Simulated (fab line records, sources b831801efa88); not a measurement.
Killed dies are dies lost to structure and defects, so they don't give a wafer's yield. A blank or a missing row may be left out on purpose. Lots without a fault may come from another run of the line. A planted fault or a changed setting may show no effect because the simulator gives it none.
fab line records | flow sky130 | part 2 of 2: steps 43 to 43 of 43
record lots=6 wafers=18 last_day=50
route steps=708 shown METAL3@555 VIA3@573 PAD_OPEN@708
lots that met no fault: from a run of the same line without faults
start_h: hours from the record's first day to the start of the lot's first wafer shown | wait_h: hours since the lot's step before | " the same as in the row above | L1.1+2: a row that stands for several wafers | - no value, or no start given | * or withheld: withheld | < > ~ a bound
route shown NAME@n: a module of which the file shows steps, and the number in the route of the first | usual: mean/standard deviation of fault-free wafers | same: alike in all rows | chamber/n: place in a boat | sites: the reading at each site | _std_site: their standard deviation | _edge_site: outer sites' mean less inner sites' | radius_mm: how far each site lies from the wafer's centre | mask NAME#n: copy n | behind: the tool/chamber that last shaped the wafer | hold: why the lot was held/for how many hours/how that ended | device: the transistor (n, p or np) that didn't switch | end of line: the same wafers' tests at the end of the route | a step without rows: its recipe alone | killed: dies lost to structure and defects at the first sort, not the wafer's yield | map: a wafer's dies, x killed, . not, _ none there
set.NAME: the setting as run; set.NAME@STEP: as run at that earlier step | model.NAME: the simulator's own value behind a step, which no gauge read
lots at some steps of the route; a table a step, a row a wafer
services: from which hour (start_h, from the record's first day; less than 0 if before it) a tool's chamber was out of use, for how many hours, and why
## steps
# step SKY_PAD_OPEN_PROBE_99
# usual defect_limited_yield=82.5/1.9 killed_at_M0_to_M3=43/7.6 killed_at_M4_up=2.9/1.7 killed_at_contacts=24/5.5 killed_at_front_end=15/4.2 killed_at_other=0.3/0.52 killed_dies=86/9.4 killed_open=47/7 killed_short=39/6.4 sort_bin_3_pad_short=0.9/0.4 sort_bin_5_function=10.3/1.6 sort_bin_6_memory=6.2/1.1 sort_n_pass=406/9.4 sort_yield_pct=82.5/1.9
# same gross_dies=492 killed_at_back_side=0 sort_bin_4_leakage[%]=0 sort_bin_8_speed[%]=0
# columns lot.wafer tool chamber start_h wait_h defect_limited_yield[%] killed_at_M0_to_M3 killed_at_M4_up killed_at_contacts killed_at_front_end killed_at_other killed_dies killed_open killed_short sort_bin_3_pad_short[%] sort_bin_5_function[%] sort_bin_6_memory[%] sort_n_pass sort_yield_pct[%] model.etest.tester.sort_n_pass model.etest.tester.sort_yield_pct model.etest.tester.sort_bin_5_pct model.etest.tester.sort_bin_3_pct
L388.1 prober-02 - 1100.87 0.1 83.5 45 1 18 16 1 81 41 40 0.8 10.4 5.3 411 83.5 411 83.54 10.37 0.813
L388.3 prober-02 - 1100.97 0.2 83.1 44 1 22 16 0 83 35 48 1.2 11.0 4.7 409 83.1 409 83.13 10.98 1.22
L388.5 prober-02 - 1101.07 0.2 83.7 33 6 21 19 1 80 43 37 0.6 10.2 5.5 412 83.7 412 83.74 10.16 0.6098
L393.2 prober-01 - 1130.69 0.1 83.5 50 2 19 10 0 81 40 41 0.6 9.6 6.3 411 83.5 411 83.54 9.553 0.6098
L393.4 prober-01 - 1130.79 0.2 80.9 43 7 25 18 1 94 41 52 1.8 12.2 5.1 398 80.9 398 80.89 12.2 1.829
L393.5 prober-01 - 1130.84 0.2 82.3 30 4 37 16 0 87 51 36 1.0 9.6 7.1 405 82.3 405 82.32 9.553 1.016
L397.2 prober-01 - 1158.88 0.1 83.3 29 3 35 15 0 82 39 43 0.8 9.6 6.3 410 83.3 410 83.33 9.553 0.813
L397.3 prober-01 - 1158.93 0.2 84.1 35 5 26 12 0 78 43 35 0.6 9.8 5.5 414 84.1 414 84.15 9.756 0.6098
L397.4 prober-01 - 1158.98 0.2 82.7 41 4 24 16 0 85 49 36 1.6 10.2 5.5 407 82.7 407 82.72 10.16 1.626
L398.2 prober-02 - 1163.70 0.1 78.3 72 2 20 13 0 107 42 24 3.0 13.4 5.3 385 78.3 385 78.25 13.41 3.049
L398.5 prober-02 - 1163.85 0.2 74.6 95 5 17 8 0 125 53 25 1.4 15.9 8.1 367 74.6 367 74.59 15.85 1.423
L398.6 prober-02 - 1163.90 0.2 73.4 87 5 24 15 0 131 53 33 2.2 16.3 8.1 361 73.4 361 73.37 16.26 2.236
L400.2 prober-02 - 1173.23 0.1 75.0 82 1 24 16 0 123 45 32 2.8 15.2 6.9 369 75.0 369 75 15.24 2.846
L400.3 prober-02 - 1173.28 0.2 76.8 81 1 21 11 0 114 38 25 3.9 13.6 5.7 378 76.8 378 76.83 13.62 3.862
L400.5 prober-02 - 1173.38 0.2 74.6 83 0 25 16 1 125 38 36 3.0 14.8 7.5 367 74.6 367 74.59 14.84 3.049
L406.3 prober-02 - 1195.98 0.2 83.1 36 5 30 11 1 83 53 30 1.0 9.6 6.3 409 83.1 409 83.13 9.553 1.016
L406.4 prober-02 - 1196.03 0.2 84.6 37 2 23 13 1 76 41 33 1.0 10.0 4.5 416 84.6 416 84.55 9.959 1.016
L406.6 prober-02 - 1196.13 0.2 84.3 34 2 24 16 1 77 40 36 0.6 11.0 4.1 415 84.3 415 84.35 10.98 0.6098
# killed by level:class
L388.1 VIA1:geometric_particle:open=11 METAL1:geometric_particle:short=8 VIA3:geometric_particle:open=6 METAL2:geometric_particle:short=6 FIELD_ISO:geometric_particle:open=5 CONTACT:geometric_particle:short=5 VIA1:geometric_particle:short=5 FIELD_ISO:geometric_particle:short=4
L388.3 METAL1:geometric_particle:short=10 CONTACT:geometric_particle:open=7 LOCAL_INTERCONNECT:geometric_particle:short=7 METAL2:geometric_particle:short=7 VIA2:geometric_particle:open=6 VIA2:geometric_particle:short=4 POLY_GATE:geometric_particle:open=4 POLY_GATE:geometric_particle:short=4
L388.5 CONTACT:geometric_particle:open=8 METAL1:geometric_particle:short=7 FIELD_ISO:geometric_particle:open=6 VIA3:geometric_particle:open=6 LOCAL_INTERCONNECT:geometric_particle:short=5 CONTACT:geometric_particle:short=5 VIA1:geometric_particle:open=5 VIA2:geometric_particle:open=5
L393.2 METAL1:geometric_particle:short=11 VIA1:geometric_particle:open=11 VIA3:geometric_particle:open=9 LOCAL_INTERCONNECT:geometric_particle:short=7 CONTACT:geometric_particle:open=6 METAL2:geometric_particle:short=5 VIA2:geometric_particle:open=5 LI_CONTACT:geometric_particle:open=4
L393.4 VIA1:geometric_particle:open=9 METAL1:geometric_particle:short=8 CONTACT:geometric_particle:short=7 VIA2:geometric_particle:open=7 FIELD_ISO:geometric_particle:short=6 LOCAL_INTERCONNECT:geometric_particle:short=6 CONTACT:geometric_particle:open=6 METAL2:geometric_particle:short=6
L393.5 CONTACT:geometric_particle:open=22 POLY_GATE:geometric_particle:short=7 VIA2:geometric_particle:open=6 LI_CONTACT:geometric_particle:open=5 LOCAL_INTERCONNECT:geometric_particle:short=4 CONTACT:geometric_particle:short=4 METAL2:geometric_particle:short=4 VIA3:geometric_particle:open=4
L397.2 CONTACT:geometric_particle:open=13 CONTACT:geometric_particle:short=7 LI_CONTACT:geometric_particle:open=6 FIELD_ISO:geometric_particle:short=5 VIA1:geometric_particle:short=5 VIA3:geometric_particle:short=5 LOCAL_INTERCONNECT:geometric_particle:short=4 FIELD_ISO:geometric_particle:open=4
L397.3 VIA1:geometric_particle:open=9 LI_CONTACT:geometric_particle:open=7 CONTACT:geometric_particle:open=6 VIA3:geometric_particle:open=5 CONTACT:geometric_particle:short=5 METAL1:geometric_particle:short=5 METAL4:geometric_particle:short=5 SPACER:geometric_particle:open=4
L397.4 VIA1:geometric_particle:open=11 VIA2:geometric_particle:open=8 CONTACT:geometric_particle:open=7 CONTACT:geometric_particle:short=6 LI_CONTACT:geometric_particle:open=5 FIELD_ISO:geometric_particle:short=4 VIA1:geometric_particle:short=4 LOCAL_INTERCONNECT:geometric_particle:short=4
L398.2 METAL3:unspecified=41 LI_CONTACT:geometric_particle:open=8 CONTACT:geometric_particle:open=7 METAL1:geometric_particle:short=7 VIA1:geometric_particle:open=7 VIA3:geometric_particle:open=6 FIELD_ISO:geometric_particle:open=3 METAL2:geometric_particle:open=3
L398.5 METAL3:unspecified=47 VIA2:geometric_particle:open=11 VIA1:geometric_particle:open=11 VIA3:geometric_particle:open=8 CONTACT:geometric_particle:open=7 POLY_GATE:geometric_particle:open=6 METAL1:geometric_particle:open=4 VIA1:geometric_particle:short=4
L398.6 METAL3:unspecified=45 CONTACT:geometric_particle:open=11 VIA1:geometric_particle:open=10 LI_CONTACT:geometric_particle:open=7 VIA3:geometric_particle:open=6 METAL2:geometric_particle:short=6 VIA2:geometric_particle:open=6 POLY_GATE:geometric_particle:open=4
L400.2 METAL3:unspecified=46 VIA1:geometric_particle:open=10 LI_CONTACT:geometric_particle:open=8 VIA3:geometric_particle:open=7 CONTACT:geometric_particle:open=6 VIA1:geometric_particle:short=5 POLY_GATE:geometric_particle:short=4 POLY_GATE:geometric_particle:open=4
L400.3 METAL3:unspecified=51 VIA1:geometric_particle:open=10 CONTACT:geometric_particle:open=8 LI_CONTACT:geometric_particle:open=6 METAL1:geometric_particle:short=5 POLY_GATE:geometric_particle:open=3 CONTACT:geometric_particle:short=3 VIA1:geometric_particle:short=3
L400.5 METAL3:unspecified=51 VIA1:geometric_particle:open=9 CONTACT:geometric_particle:open=7 LI_CONTACT:geometric_particle:open=6 VIA3:geometric_particle:short=6 CONTACT:geometric_particle:short=5 VIA3:geometric_particle:open=5 FIELD_ISO:geometric_particle:short=4
L406.3 LI_CONTACT:geometric_particle:open=13 CONTACT:geometric_particle:open=8 VIA1:geometric_particle:open=8 VIA1:geometric_particle:short=7 VIA3:geometric_particle:open=6 VIA2:geometric_particle:open=5 POLY_GATE:geometric_particle:open=4 CONTACT:geometric_particle:short=4
L406.4 VIA3:geometric_particle:open=10 CONTACT:geometric_particle:short=7 METAL2:geometric_particle:short=7 LI_CONTACT:geometric_particle:open=6 CONTACT:geometric_particle:open=5 VIA1:geometric_particle:open=5 VIA2:geometric_particle:open=4 FIELD_ISO:geometric_particle:open=3
L406.6 CONTACT:geometric_particle:short=8 CONTACT:geometric_particle:open=7 VIA2:geometric_particle:open=6 VIA1:geometric_particle:open=6 VIA3:geometric_particle:open=5 METAL2:geometric_particle:short=5 FIELD_ISO:geometric_particle:open=4 SPACER:geometric_particle:short=4
# map L398.6 (x killed, . not)
__________x.x.x....._________
________...........x.x_______
______...x..xxxxxx......_____
_____.xx.x.xxxxxxxx......____
____...x....xxxxxx.x..x...___
___........xxxxxxx.x......x__
__x.......xxxxxxxxxx.x...x.._
_....x..x.xx.xxxxxxx.........
_.x.xx...x.x.x..x..xx........
_x..x.xx....x..........x...x.
_...........x.x.xx....x....x.
_..x....xx.....x.............
_....x.x...x.....x...........
_.....x...x.............xx...
_..............x...x......x..
__xx...x....x...x..........x_
___......x....x.x......x..x__
____...x.xx.....x...xx....___
_____........x..xx..xxx..____
______.........xx......._____
________....x.x......._______
__________.x.x......_________
# map L400.5 (x killed, . not)
__________....x....x_________
________...x.x.x..x..._______
______.....x.xxx.xx.x..._____
_____......xxxxxxx..xx..x____
____....x..xxxxxxxx...x...___
___x.x....xxxxxxxxxx....x..__
__.x..x...x.xxxxxxx.....x..._
_......x.x.xxxxxxxx...x...x.x
_..x........xx..x....x...x...
_..x.......xxxx.......x......
_...........x..x...x........x
_.xx.............xx..xx......
_.......x......x.x...........
_x..................x...xx.x.
_....x...x.xx..............x.
__..................x......._
___.x...x.....x.....x.....x__
____............x........x___
_____...x..........xx.x..____
______.....xxx...x......_____
________....x..x......_______
__________...x.x...._________
## services
# columns tool chamber start_h hours kind
rie_diel-03 1 909.95 8.0 repair
cmp-01 - 912.61 5.7 pm
cmp-01 - 918.34 4.0 pm
pvd_sputter-01 - 938.20 8.3 repair
rie_diel-01 - 940.42 0.6 repair
pvd_sputter-02 - 948.84 3.7 repair
rie_diel-01 0 949.26 4.1 repair
rie_metal-01 1 950.22 1.2 repair
pvd_sputter-02 - 977.74 13.3 repair
rie_diel-03 3 982.77 10.1 repair
pvd_sputter-02 - 984.20 0.8 repair
rie_diel-02 1 986.97 2.5 repair
pvd_sputter-01 - 989.62 0.8 repair
cmp-02 - 990.09 4.0 pm
rie_metal-03 0 1005.55 13.9 repair
cmp-02 - 1005.60 0.6 repair
pvd_sputter-02 - 1009.75 8.4 repair
rie_metal-03 - 1010.30 1.4 pm
rie_diel-04 2 1015.13 12.8 repair
rie_diel-03 2 1019.87 11.3 repair
rie_metal-04 0 1027.82 21.8 repair
rie_diel-02 3 1039.82 3.3 repair
rie_diel-02 3 1046.68 4.4 repair
rie_diel-02 1 1061.58 5.0 repair
## key
first_sign step=SKY_PAD_OPEN_PROBE_99 reading=killed_at_M0_to_M3 direction=up sigmas=5.3 usual=43 struck=83
effect step=SKY_PAD_OPEN_PROBE_99 reading=sort_bin_3_pad_short direction=up sigmas=4.5 usual=0.9 struck=2.7
model_effect step=SKY_PAD_OPEN_PROBE_99 value=etest.tester.sort_n_pass without=413.7 struck=371.2
met_at SKY_METAL3_ETCH_17
struck_wafers L398.2,L398.5,L398.6,L400.2,L400.3,L400.5
onset_between 1004.79 1010.46
also_fits SKY_METAL3_ETCH_16:rie_metal-01
fault kind=chamber_particle_source tool=rie_diel-02 chamber=- onset_h=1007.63 steps=SKY_METAL3_ETCH_17 rate_per_visit_cm2=0.57064 end_h=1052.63
